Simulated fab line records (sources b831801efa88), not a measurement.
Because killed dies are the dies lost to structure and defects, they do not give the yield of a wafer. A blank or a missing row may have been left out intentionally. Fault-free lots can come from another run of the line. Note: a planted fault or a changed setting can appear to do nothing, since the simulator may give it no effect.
Which tool did it?    flow sky130    13 lots with 39 wafers sampled at 4 steps, on a route of 708 steps

## WHAT THE GAUGES READ, wafer by wafer
SKY_LDD_N_TW_MEAS_17.
lot   measured      on             LDD_N_TW
L667  day 18 12:41  film-metro-04  2613 2624 2628
L668  day 19 02:22  film-metro-01  2592 2575 2572
L670  day 19 18:41  film-metro-01  2574 2579 2578
L671  day 20 05:58  film-metro-01  2595 2587 2593
L672  day 20 15:00  film-metro-04  2629 2630 2625
L673  day 20 19:10  film-metro-03  2570 2557 2573
L674  day 20 23:37  film-metro-01  2579 2585 2588
L675  day 21 13:38  film-metro-03  2583 2588 2570
L677  day 22 03:58  film-metro-04  2621 2621 2616
L685  day 25 03:04  film-metro-04  2629 2638 2625
L686  day 25 14:56  film-metro-04  2647 2633 2649
L687  day 25 19:28  film-metro-01  2580 2568 2590
L688  day 26 08:52  film-metro-01  2584 2589 2591

SKY_LDD_HVN_TW_MEAS_10.
lot   measured      on             LDD_HVN_TW
L667  day 21 02:23  film-metro-04  1468 1454 1459
L668  day 21 16:09  film-metro-02  1409 1407 1415
L670  day 22 08:04  film-metro-01  1435 1440 1438
L671  day 22 19:58  film-metro-01  1429 1437 1437
L672  day 23 04:14  film-metro-01  1428 1431 1432
L673  day 23 09:10  film-metro-04  1464 1474 1470
L674  day 23 13:58  film-metro-04  1472 1476 1467
L675  day 24 02:10  film-metro-01  1435 1442 1446
L677  day 24 15:43  film-metro-02  1414 1408 1411
L685  day 27 13:58  film-metro-04  1466 1464 1463
L686  day 28 01:52  film-metro-01  1421 1432 1432
L687  day 28 05:42  film-metro-01  1435 1437 1438
L688  day 28 19:25  film-metro-04  1467 1463 1461

## WHICH TOOL RAN EACH LOT (tool, then ch and the chambers of the sampled wafers, then the start)
lot   SKY_LDD_P_SOFTBAKE_03              SKY_LDD_P_STRIP_10
L667  litho-track-02 ch 0, day 19 04:38  plasma-asher-04 ch 0,1, day 19 19:54
L668  litho-track-01 ch 0, day 19 17:37  plasma-asher-04 ch 1, day 20 08:46
L670  litho-track-02 ch 0, day 20 09:31  plasma-asher-04 ch 0,1, day 21 01:01
L671  litho-track-03 ch 0, day 20 21:13  plasma-asher-04 ch 0,1, day 21 13:11
L672  litho-track-02 ch 0, day 21 05:49  plasma-asher-02 ch 0,1, day 21 21:33
L673  litho-track-01 ch 0, day 21 10:22  plasma-asher-04 ch 0,1, day 22 02:25
L674  litho-track-01 ch 0, day 21 14:38  plasma-asher-02 ch 0,1, day 22 07:05
L675  litho-track-01 ch 0, day 22 05:14  plasma-asher-02 ch 0,1, day 22 20:37
L677  litho-track-01 ch 0, day 22 18:43  plasma-asher-04 ch 0,1, day 23 10:08
L685  litho-track-02 ch 0, day 25 17:44  plasma-asher-04 ch 0,1, day 26 08:44
L686  litho-track-03 ch 0, day 26 05:30  plasma-asher-04 ch 0,1, day 26 20:35
L687  litho-track-02 ch 0, day 26 09:47  plasma-asher-02 ch 0,1, day 27 00:38
L688  litho-track-02 ch 0, day 26 23:11  plasma-asher-01 ch 1, day 27 14:13
- SKY_LDD_P_SOFTBAKE_03: time 60 s.
- SKY_LDD_P_STRIP_10: strips in O2/N2.

## AS READ BY THE TOOLS THEMSELVES (means over the sampled wafers that have a number; for cases with no such wafer, the mark the record gives instead)
SKY_LDD_P_SOFTBAKE_03.
lot   tool            heater-power-total-W (W)  run-length-s (s)
L667  litho-track-02  56.63                     89.19
L668  litho-track-01  56.57                     89.22
L670  litho-track-02  56.62                     89.23
L671  litho-track-03  56.63                     88.90
L672  litho-track-02  56.65                     89.22
L673  litho-track-01  56.64                     89.36
L674  litho-track-01  56.61                     89.31
L675  litho-track-01  58.29                     84.10
L677  litho-track-01  58.29                     84.13
L685  litho-track-02  56.59                     89.20
L686  litho-track-03  56.60                     88.87
L687  litho-track-02  56.61                     89.27
L688  litho-track-02  56.55                     89.22

SKY_LDD_P_STRIP_10.
lot   tool             drypump-motor-current-A (A)  oes-product-au (a.u.)  strip-time-to-endpoint-s (s)
L667  plasma-asher-04  5.8                          0.717                  14.22
L668  plasma-asher-04  5.9                          0.712                  14.26
L670  plasma-asher-04  5.8                          0.716                  14.21
L671  plasma-asher-04  5.8                          0.714                  14.16
L672  plasma-asher-02  5.6                          0.713                  14.24
L673  plasma-asher-04  5.8                          0.717                  14.17
L674  plasma-asher-02  5.6                          0.717                  14.16
L675  plasma-asher-02  6.1                          0.718                  14.18
L677  plasma-asher-04  5.8                          0.720                  14.22
L685  plasma-asher-04  5.8                          0.718                  14.13
L686  plasma-asher-04  5.8                          0.713                  14.21
L687  plasma-asher-02  5.6                          0.719                  14.18
L688  plasma-asher-01  5.7                          0.715                  14.18

## THE ANSWER, worked out from the rows above alone
Rule: the lots themselves supply what counts as usual. The widest of any qualifying gaps counts: lots, ordered by their means at a reading, are off when they make up no more than a third of the lots, leave a main group of 4 or more, and stand apart from it by 3 or more times the standard deviation of that group's means. The tables above print the reading to a certain number of digits; a main group whose means all agree to those digits is not used. Also off: a lot with no number at a reading for which 4 or more lots have one. The other lots that the step has rows for count as sound. The gauges are gone through in route order, then the tools' own readings, and for those a lot's mean is taken as printed above. At the first step where some lot is off, the reading lying furthest off is the one used; lots without a number count as furthest.
Off: L675, L677, at SKY_LDD_P_SOFTBAKE_03 (heater-power-total-W). Main group: mean 56.61 W, sd 0.029.
If a tool, at that step or one of the process steps before it, ran each lot that is off and ran no sound lot following the first of them, it fits. One fits: SKY_LDD_P_SOFTBAKE_03 on litho-track-01. A fault onset in the window from L674 (day 21 14:38, its last sound lot) to L675 (day 22 05:14, its first lot off) fits.
The tool's own readings at SKY_LDD_P_SOFTBAKE_03 bear it out: on the lots that are off they differ by more than 5 times the standard deviation of the sound lots' means. heater-power-total-W reads 58.29 W there against 56.61 W on the sound lots; run-length-s reads 84.11 s there against 89.18 s on the sound lots.

## WHAT THE SIMULATOR HAD INSERTED
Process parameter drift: litho-track-01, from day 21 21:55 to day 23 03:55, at SKY_LDD_P_SOFTBAKE_03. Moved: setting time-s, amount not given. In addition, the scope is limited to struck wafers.
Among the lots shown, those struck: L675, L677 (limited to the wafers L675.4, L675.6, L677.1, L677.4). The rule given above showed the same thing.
